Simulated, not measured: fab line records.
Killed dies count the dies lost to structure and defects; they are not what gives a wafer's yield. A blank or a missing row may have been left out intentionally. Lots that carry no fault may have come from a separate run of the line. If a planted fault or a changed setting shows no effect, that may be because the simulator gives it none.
Which tool is to blame?	flow sky130	42 wafers from 14 lots sampled at 4 of the route's 708 steps

WHAT EACH GAUGE READ, for each wafer
SKY_SONOS_ONO_THK_MEAS_01.
lot	measured	on	SONOS_ONO_OXIDATION_THK (nm)
L963	day 12 03:59	film-metro-02	2.67 2.56 2.62
L964	day 12 12:07	film-metro-02	2.59 2.60 2.53
L965	day 12 17:19	film-metro-01	2.71 2.64 2.66
L966	day 13 13:04	film-metro-03	2.54 2.62 2.70
L967	day 13 13:04	film-metro-01	2.57 2.60 2.57
L971	day 14 21:29	film-metro-02	2.56 2.53 2.61
L974	day 15 18:40	film-metro-02	2.59 2.61 2.66
L975	day 16 01:11	film-metro-01	2.61 2.61 2.64
L978	day 17 00:01	film-metro-01	2.68 2.71 2.61
L979	day 17 16:06	film-metro-03	2.53 2.60 2.57
L980	day 17 21:48	film-metro-03	2.62 2.59 2.55
L981	day 18 00:37	film-metro-01	2.67 2.67 2.63
L983	day 18 15:13	film-metro-03	2.63 2.57 2.60
L984	day 19 05:01	film-metro-03	2.66 2.71 2.67

SKY_SONOS_ONO_THK_MEAS_03.
lot	measured	on	SONOS_ONO_CVD_02_THK (nm)
L963	day 12 08:41	film-metro-02	10.68 10.86 10.75
L964	day 12 14:08	film-metro-02	10.52 10.52 10.39
L965	day 12 18:25	film-metro-03	10.45 10.63 10.39
L966	day 13 14:10	film-metro-03	10.60 10.51 10.57
L967	day 13 14:11	film-metro-02	10.45 10.58 10.39
L971	day 15 00:23	film-metro-03	10.53 10.58 10.63
L974	day 15 21:44	film-metro-02	10.33 10.25 10.18
L975	day 16 02:17	film-metro-01	10.56 10.41 10.51
L978	day 17 01:44	film-metro-02	10.58 10.53 10.50
L979	day 17 18:35	film-metro-03	10.34 10.29 10.21
L980	day 17 23:17	film-metro-03	10.42 10.52 10.46
L981	day 18 03:19	film-metro-03	10.59 10.56 10.46
L983	day 18 18:58	film-metro-01	10.65 10.64 10.63
L984	day 19 06:07	film-metro-02	10.46 10.47 10.35

SKY_LDD_N_TW_MEAS_17.
lot	measured	on	LDD_N_TW
L963	day 18 14:52	film-metro-02	2552 2555 2545
L964	day 18 21:06	film-metro-03	2620 2611 2616
L965	day 19 01:03	film-metro-03	2600 2606 2610
L966	day 20 04:35	film-metro-02	2545 2540 2534
L967	day 20 01:22	film-metro-03	2588 2594 2584
L971	day 21 20:47	film-metro-01	2621 2622 2617
L974	day 22 23:38	film-metro-01	2631 2653 2636
L975	day 23 01:02	film-metro-01	2615 2612 2613
L978	day 23 23:04	film-metro-01	2615 2629 2621
L979	day 24 15:52	film-metro-01	2634 2630 2632
L980	day 24 21:01	film-metro-02	2554 2557 2554
L981	day 25 02:13	film-metro-01	2624 2627 2607
L983	day 25 13:20	film-metro-01	2620 2615 2616
L984	day 26 04:23	film-metro-02	2560 2559 2560

WHICH TOOL RAN EACH LOT (tool, then ch and the chambers of the sampled wafers, then the start)
lot	SKY_LDD_N_IMPLANT_11
L963	implanter-02 ch 0, day 18 14:02
L964	implanter-03 ch 0, day 18 20:15
L965	implanter-04 ch 0, day 19 00:12
L966	implanter-04 ch 0, day 20 03:44
L967	implanter-02 ch 0, day 20 00:32
L971	implanter-03 ch 0, day 21 19:56
L974	implanter-03 ch 0, day 22 22:47
L975	implanter-04 ch 0, day 22 21:15
L978	implanter-03 ch 0, day 23 22:14
L979	implanter-02 ch 0, day 24 15:02
L980	implanter-02 ch 0, day 24 20:13
L981	implanter-02 ch 0, day 25 01:23
L983	implanter-02 ch 0, day 25 12:29
L984	implanter-02 ch 0, day 26 03:32
- SKY_LDD_N_IMPLANT_11

WHAT THE TOOLS THEMSELVES READ (means of the sampled wafers that have a number; where no wafer has one, the mark that the record gives instead)
SKY_LDD_N_IMPLANT_11.
lot	tool	beam-energy-keV
L963	implanter-02	20.006
L964	implanter-03	19.999
L965	implanter-04	20.005
L966	implanter-04	20.004
L967	implanter-02	19.998
L971	implanter-03	20.003
L974	implanter-03	21.726
L975	implanter-04	20.001
L978	implanter-03	21.730
L979	implanter-02	19.998
L980	implanter-02	19.991
L981	implanter-02	20.010
L983	implanter-02	20.006
L984	implanter-02	19.998

THE ANSWER, worked out from the rows above alone
Rule: what is usual is taken from the lots themselves. The widest of any qualifying gaps counts: lots, ordered by their means at a reading, are off when they make up no more than a third of the lots, leave a main group of 4 or more, and stand apart from it by 3 or more times the standard deviation of that group's means. The tables above print the reading to a certain number of digits; a main group whose means all agree to those digits is not used. A lot without any number at a reading at which 4 lots or more have one is off too. All remaining lots with rows at the step are treated as sound. After the gauges, taken in route order, come the tools' own readings; for these a lot's mean is taken, as printed above. The first step at which some lot is off is used, and at that step the reading that is off furthest; a lot without a number counts as furthest.
Off at SKY_LDD_N_IMPLANT_11 (beam-energy-keV): L974, L978. The main group has a mean of 20.002 with a standard deviation of 0.0049.
If a tool, at that step or one of the process steps before it, ran each lot that is off and ran no sound lot following the first of them, it fits. One fits: SKY_LDD_N_IMPLANT_11 on implanter-03. Its last sound lot is L971 (day 21 19:56), its first lot that is off L974 (day 22 22:47): a fault that began between those two fits.
On the lots that are off, the tool's own readings at SKY_LDD_N_IMPLANT_11 differ by more than 5 times the standard deviation of the sound lots' means, which bears it out; beam-energy-keV reads 21.728 there versus 20.002 on the sound lots.

WHAT THE SIMULATOR HAD PUT IN
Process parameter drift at SKY_LDD_N_IMPLANT_11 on implanter-03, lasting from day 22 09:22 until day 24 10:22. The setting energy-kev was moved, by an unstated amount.
Lots struck among those shown: L974, L978. The rule given above showed the same thing.
